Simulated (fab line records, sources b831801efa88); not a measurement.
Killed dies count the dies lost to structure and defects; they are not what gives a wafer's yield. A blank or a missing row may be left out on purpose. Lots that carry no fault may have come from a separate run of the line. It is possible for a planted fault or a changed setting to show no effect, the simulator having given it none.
Comparing a struck lot with a sound one | flow sfq line | 42 out of 325 route steps
Sound: the wafers L292.2, L292.5, L292.6. Struck: wafer L304.6. (L304.1, L304.2 of the same lot were not struck and are left out.) The cause comes at the end.
Each step with rows lists, per side, the tool, then ch with its chambers, then its first start. Under that, the readings that differ: sound wafers | struck wafers | difference of the means | sigmas: that difference in standard deviations of wafers without a fault.
alike: readings whose means differ by less than 2 such deviations, and words and numbers that are the same on both sides. not compared: withheld readings, readings that some wafer has no value for, bounds like >300 that may hide the same value, and numbers for which the record gives no deviation and whose values overlap.
The two part at a step that has a row with sigmas, a row that says differs or no value, or rows on one side only. Non-overlapping numbers with no deviation appear without sigmas and do not part them. A reading missing from all wafers of one side parts the sides only when that side holds two or more wafers.

first, 6 steps without rows for these wafers: SFQ_TRILAYER_M1_LITHO_COAT_044 (resist thk 62 nm); SFQ_TRILAYER_M1_LITHO_COAT_039 (resist thk 600 nm); SFQ_TRILAYER_M1_LITHO_SOFTBAKE_043; SFQ_TRILAYER_M1_LITHO_EXPOSE_040 (exposes mask M1, target cd 500 nm); SFQ_TRILAYER_M1_LITHO_PEB_042 (peb time 60 s); SFQ_TRILAYER_M1_LITHO_DEVELOP_041 (time 60 s).
SFQ_M1_OVL_MEAS_911:
  sound on overlay-02, day 25 10:35; struck on overlay-01, day 31 01:56
  alike: M1_OVL
SFQ_TRILAYER_M1_BARC_OPEN_METAL_ETCH_054: etches BARC in O2, target depth 125 nm, time 41.7 s.
  sound on rie metal-01 ch 1, day 25 10:38; struck on rie metal-02 ch 0, day 31 01:58
  alike: bias w, drypump motor current A, oes product au
  not compared: rf hours counter h
then, 4 steps without rows for these wafers: SFQ_TRILAYER_M1_ETCH_METAL_ETCH_042 (etches Nb in Cl2/Ar, stops on SiO2, target depth 240 nm, time 120 s); SFQ_TRILAYER_M1_STRIP_STRIP_043 (strips in O2); SFQ_TRILAYER_M1_STRIP_SOLV_CLEAN_044 (cleans in NMP, time 600 s); SFQ_TRILAYER_I1_DEP_PECVD_045 (deposits SiO2 from SiH4/N2O, time 111.11 s, target thk 500 nm).
SFQ_TRILAYER_I1_CMP_CMP_046: polishes SiO2.
  sound on cmp-02 ch 2,3, day 25 17:15; struck on cmp-01 ch 0, day 31 05:01
  reading                                             | sound             | struck | difference | sigmas
  slurry flow ml min                                  | 149.0 149.7 148.8 | 150.4  | +1.2       | +3
  time to endpoint s (s)                              | 201 209 220       | 242    | +32        | +4
  model.SiO2_of_TRILAYER_I1_DEP_PECVD_045.thk nm (nm) | 200.5 199.5 199.8 | 149.6  | -50.3      |
  alike: motor current A
SFQ_I1_BOW_MEAS_912:
  sound on film metro-02, day 25 20:16; struck on film metro-04, day 31 06:01
  alike: I1_BOW
SFQ_TRILAYER_I1_METRO_MEASURE_047:
  sound on film metro-02, day 25 20:34; struck on film metro-04, day 31 06:08
  reading     | sound             | struck | difference | sigmas
  thk nm (nm) | 200.4 199.4 199.6 | 149.6  | -50.2      | -61
then, 6 steps without rows for these wafers: SFQ_TRILAYER_I1_VIA_LITHO_COAT_054 (resist thk 62 nm); SFQ_TRILAYER_I1_VIA_LITHO_COAT_049 (resist thk 650 nm); SFQ_TRILAYER_I1_VIA_LITHO_SOFTBAKE_053; SFQ_TRILAYER_I1_VIA_LITHO_EXPOSE_050 (exposes mask I1, target cd 500 nm); SFQ_TRILAYER_I1_VIA_LITHO_PEB_052 (peb time 60 s); SFQ_TRILAYER_I1_VIA_LITHO_DEVELOP_051 (time 60 s).
-- the record jumps here: 6 days lie between the struck wafers' starts before and after --
SFQ_I1_OVL_MEAS_913:
  sound on overlay-01, day 32 02:04; struck on overlay-01, day 37 14:56
  alike: I1_OVL
then, 1 step without rows for these wafers: SFQ_TRILAYER_I1_VIA_BARC_OPEN_VIA_ETCH_071 (etches BARC in O2, target depth 125 nm, time 41.7 s).
SFQ_TRILAYER_I1_VIA_ETCH_VIA_ETCH_052: etches SiO2 in CHF3, stops on Nb, target depth 260 nm.
  sound on rie diel-02 ch 0,1, day 32 02:08; struck on rie diel-01 ch 2, day 37 15:01
  reading                        | sound             | struck | difference | sigmas
  oes product au (a.u.)          | 0.854 0.850 0.856 | 0.738  | -0.115     | -24
  model.etch.depth nm (nm)       | 200.5 199.5 199.8 | 149.6  | -50.3      |
  model.I1.feature depth nm (nm) | 200.5 199.5 199.8 | 149.6  | -50.3      |
  alike: bias w, drypump motor current A
then, 2 steps without rows for these wafers: SFQ_TRILAYER_I1_VIA_STRIP_STRIP_053 (strips in O2); SFQ_TRILAYER_I1_VIA_STRIP_SOLV_CLEAN_054 (cleans in NMP, time 600 s).
SFQ_TRILAYER_M2_DEP_PRE_CLEAN_056: time 22.5 s.
  sound on pvd sputter-05, day 32 03:01; struck on pvd sputter-05, day 37 15:55
  reading                                             | sound         | struck | difference | sigmas
  model.SiO2_of_TRILAYER_I1_DEP_PECVD_045.thk nm (nm) | 193 192 192.3 | 142.1  | -50.3      |
SFQ_TRILAYER_M2_DEP_SPUTTER_055: material Nb, target thk 200 nm, time 133.3 s.
  sound on pvd sputter-05, day 32 03:03; struck on pvd sputter-05, day 37 15:56
  alike: resputter cathode voltage v, throttle valve pct
SFQ_M2_RS_MEAS_914: measurement is done with a four-point probe.
  sound on film metro-03, day 32 03:10; struck on film metro-02, day 37 16:02
  alike: M2_NB_RS
then, 6 steps without rows for these wafers: SFQ_TRILAYER_M2_LITHO_COAT_062 (resist thk 62 nm); SFQ_TRILAYER_M2_LITHO_COAT_057 (resist thk 600 nm); SFQ_TRILAYER_M2_LITHO_SOFTBAKE_061; SFQ_TRILAYER_M2_LITHO_EXPOSE_058 (exposes mask M2, target cd 500 nm); SFQ_TRILAYER_M2_LITHO_PEB_060 (peb time 60 s); SFQ_TRILAYER_M2_LITHO_DEVELOP_059 (time 60 s).
-- the record jumps here: 6 days lie between the struck wafers' starts before and after --
SFQ_M2_OVL_MEAS_916:
  sound on overlay-01, day 38 08:57; struck on overlay-01, day 43 19:29
  reading     | sound       | struck | difference | sigmas
  M2_OVL (nm) | -10 -15 -14 | 2      | +15        | +3
SFQ_TRILAYER_M2_BARC_OPEN_METAL_ETCH_077: etches BARC in O2, target depth 125 nm, time 41.7 s.
  sound on rie metal-03 ch 1, day 38 09:00; struck on rie metal-01 ch 0, day 43 19:31
  reading                     | sound          | struck | difference | sigmas
  drypump motor current A (A) | 5.28 5.29 5.32 | 5.82   | +0.52      | +2
  alike: bias w, oes product au
  not compared: rf hours counter h
SFQ_TRILAYER_M2_ETCH_METAL_ETCH_060: etches Nb in Cl2/Ar, stops on SiO2, target depth 240 nm, time 120 s.
  sound on rie metal-03 ch 1, day 38 09:08; struck on rie metal-01 ch 0, day 43 19:35
  reading    | sound             | struck | difference | sigmas
  bias w (W) | 79.52 79.50 79.84 | 80.14  | +0.52      | +2
  alike: drypump motor current A, oes product au
  not compared: rf hours counter h
then, 2 steps without rows for these wafers: SFQ_TRILAYER_M2_STRIP_STRIP_061 (strips in O2); SFQ_TRILAYER_M2_STRIP_SOLV_CLEAN_062 (cleans in NMP, time 600 s).
SFQ_TRILAYER_I2_DEP_PECVD_063: deposits SiO2 from SiH4/N2O, time 111.11 s, target thk 500 nm.
  sound on pecvd-02 ch 1,2, day 38 10:43; struck on pecvd-02 ch 2, day 43 20:29
  alike: heater power w, throttle valve pct
-- the record jumps here: 42 days lie between the struck wafers' starts before and after --
SFQ_M8_BOW_MEAS_951:
  sound on film metro-01, day 84 05:13; struck on film metro-03, day 86 07:24
  reading                 | sound            | struck | difference | sigmas
  model.etest.i1.link ohm | 1.987 1.99 1.989 | 1.916  | -0.073     |
  alike: M8_BOW

WHERE THEY PART
First at SFQ_TRILAYER_I1_CMP_CMP_046; last, within this record, at SFQ_TRILAYER_M2_ETCH_METAL_ETCH_060. Later steps at which nothing parts them and some readings are alike: SFQ_TRILAYER_I2_DEP_PECVD_063, SFQ_M8_BOW_MEAS_951.

WHY: what the simulator had put in
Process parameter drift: cmp-01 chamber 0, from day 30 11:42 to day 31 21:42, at SFQ_TRILAYER_I1_CMP_CMP_046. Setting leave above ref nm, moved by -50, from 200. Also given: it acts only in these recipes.
